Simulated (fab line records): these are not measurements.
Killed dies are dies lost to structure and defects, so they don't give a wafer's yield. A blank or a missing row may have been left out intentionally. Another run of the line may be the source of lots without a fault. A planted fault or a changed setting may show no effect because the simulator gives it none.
A lot that was struck, set against a sound lot :: flow sky130 :: 21 out of 708 route steps
Sound: these wafers, L127.2, L127.3, L127.4. Struck: wafers L120.1, L120.2, L120.3. The cause is named last.
Order at every step that has rows: each side's tool, ch and its chambers, its first start. Under that, the readings that differ: sound wafers :: struck wafers :: difference of the means :: sigmas: that difference in standard deviations of wafers without a fault.
alike: words and numbers the same on both sides, and readings whose means are apart by under 2 such deviations; not compared: readings that were withheld, readings missing a value for some wafer, numbers with overlapping values and no deviation given by the record, and bounds like >300 which may hide the same value.
A row with sigmas, a row that says differs or no value, or rows on one side alone: a step with any of these is where the two part. Numbers that have no deviation but don't overlap get no sigmas and don't part them. A reading that every wafer of one side lacks parts them only if that side has two wafers or more.

first, 1 step without rows for these wafers: SKY_RES_XHIGH_IMPLANT_07.
SKY_RES_XHIGH_STRIP_08: strips in O2/N2.
  sound on plasma-asher-01 ch 0,1, day 32 19:41; struck on plasma-asher-01 ch 0,1, day 31 10:09
  alike: drypump-motor-current-A, n2-flow-sccm, oes-product-au, strip-time-to-endpoint-s
  not compared: rf-hours-counter-h
SKY_RES_XHIGH_TW_MEAS_09:
  sound on film-metro-02 at day 32 19:48; struck on film-metro-04 at day 31 10:15
  alike: RES_XHIGH_TW
then, 7 steps without rows for these wafers: SKY_SD_N_DEHYDRATE_00 (time 60 s); SKY_SD_N_HMDS_01 (prime time 60 s); SKY_SD_N_COAT_02 (resist thk 1140 nm); SKY_SD_N_SOFTBAKE_03 (time 60 s); SKY_SD_N_EXPOSE_04 (exposes mask NSDM, target cd 380 nm); SKY_SD_N_PEB_05; SKY_SD_N_DEVELOP_06 (develop time 60 s).
SKY_SD_N_CD_MEAS_07: target cd 380 nm.
  sound on cd-sem-02 at day 33 21:55; struck on cd-sem-01 at day 32 13:49
  alike: cd-nm
SKY_SD_N_OVL_MEAS_08:
  sound on overlay-02 at day 33 22:01; struck on overlay-02 at day 32 13:56
reading: SD_N_OVL (nm)
sound: -2.7 -3.6 -2.5
struck: -0.4 0.2 -0.4
difference: +2.7
sigmas: +2
SKY_SD_N_IMPLANT_09:
  sound on implanter-04 ch 0, day 33 22:04; struck on implanter-03 ch 0, day 32 13:58
reading: beam-on-s (s)
sound: 17.8 17.6 17.7
struck: 9.9 9.9 10.1
difference: -7.7
sigmas: -8

reading: dose-ions-cm2
sound: 4.004e+15 3.997e+15 3.997e+15
struck: 1.955e+15 1.958e+15 1.963e+15
difference: -2.041e+15
sigmas: -99 or more
  alike: beam-energy-keV, tilt-deg
following that, these wafers have no rows for 1 step: SKY_SD_N_IMPLANT_10.
SKY_SD_N_STRIP_11: strips in O2/N2.
  sound on plasma-asher-01 ch 0,1, day 33 22:20; struck on plasma-asher-02 ch 0,1, day 32 14:16
reading: oes-product-au (a.u.)
sound: 0.520 0.527 0.533
struck: 0.559 0.555 0.568
difference: +0.034
sigmas: +7

reading: strip-time-to-endpoint-s (s)
sound: 22.58 22.58 22.58
struck: 20.13 20.14 20.14
difference: -2.44
sigmas: -68
  alike: drypump-motor-current-A, n2-flow-sccm
  not compared: rf-hours-counter-h
SKY_SD_N_TW_MEAS_12:
  sound on film-metro-04 at day 33 22:27; struck on film-metro-02 at day 32 14:22
reading: SD_N_TW
sound: 4032 4023 4036
struck: 3843 3818 3843
difference: -196
sigmas: -4
then, 1 step without rows for these wafers: SKY_SD_N_CLEAN_13 (cleans in SC1/SC2, time 150 s).
SKY_SD_N_RTA_14: time 2 s.
  sound on rtp-anneal-02 ch 0, day 33 22:34; struck on rtp-anneal-01 ch 0, day 32 14:28
  alike: lamp-power-pct, ramp-down-c-per-s, wafer_temp_C_max
SKY_SD_N_RS_MEAS_16: measurement is done with a four-point probe.
  sound on film-metro-02 at day 33 22:45; struck on film-metro-04 at day 32 14:39
reading: SD_N_RS (ohm/sq)
sound: 68.60 68.52 68.63
struck: 78.28 78.30 78.14
difference: +9.66
sigmas: +74
SKY_SD_N_RS_MEAS_17: measurement is done with a four-point probe.
  sound on film-metro-02 at day 33 22:52; struck on film-metro-04 at day 32 14:46
  alike: SD_P_RS
-- here the record skips 17 days between the struck wafers' starts before and after, leaving off in module SD_N and picking up in module PAD_OPEN (first step shown: number 708 of the route) --
SKY_PAD_OPEN_PROBE_99:
  sound on prober-01 at day 50 00:41; struck on prober-02 at day 49 03:40
reading: model.etest.res-ndiff.line-ohm-um
sound: 726.9 731 739.4
struck: 873.1 865.1 859.8
difference: +133.6
sigmas: 

reading: model.etest.nfet-g5v0d10v5.r-on-ohm-um
sound: 1864 1865 1882
struck: 1953 1964 1957
difference: +88
sigmas: 

reading: model.etest.sonos-uncharged.r-on-ohm-um
sound: 788.6 793.1 801.8
struck: 903.9 905.4 895.5
difference: +107.1
sigmas: 

reading: model.etest.licon-ndiff.rc-ohm
sound: 186.4 182.9 172.1
struck: 227.8 223.4 229.5
difference: +46.4
sigmas: 

reading: model.etest.res-ndiff-hv.rs-ohm-sq
sound: 113.1 112 111.8
struck: 132.3 131.9 132.5
difference: +19.9
sigmas: 

reading: model.etest.res-ndiff.rs-ohm-sq
sound: 118.7 117.7 118.5
struck: 137.5 137.5 138.3
difference: +19.5
sigmas: 
  alike: killed_at_M0_to_M3, killed_at_M4_up, killed-at-contacts, killed-at-front-end, killed-at-other, killed-dies, killed-open, killed-short
  not compared: model.etest.nfet_01v8.r-on-ohm-um, model.etest.nfet_01v8_lvt.drive-ua-um

## WHERE THEY PART
At SKY_SD_N_OVL_MEAS_08 first; at SKY_SD_N_RS_MEAS_16 last (within this record only). Later steps at which nothing parts them and some readings are alike: SKY_SD_N_RS_MEAS_17, SKY_PAD_OPEN_PROBE_99.

WHY: whatever the simulator had introduced
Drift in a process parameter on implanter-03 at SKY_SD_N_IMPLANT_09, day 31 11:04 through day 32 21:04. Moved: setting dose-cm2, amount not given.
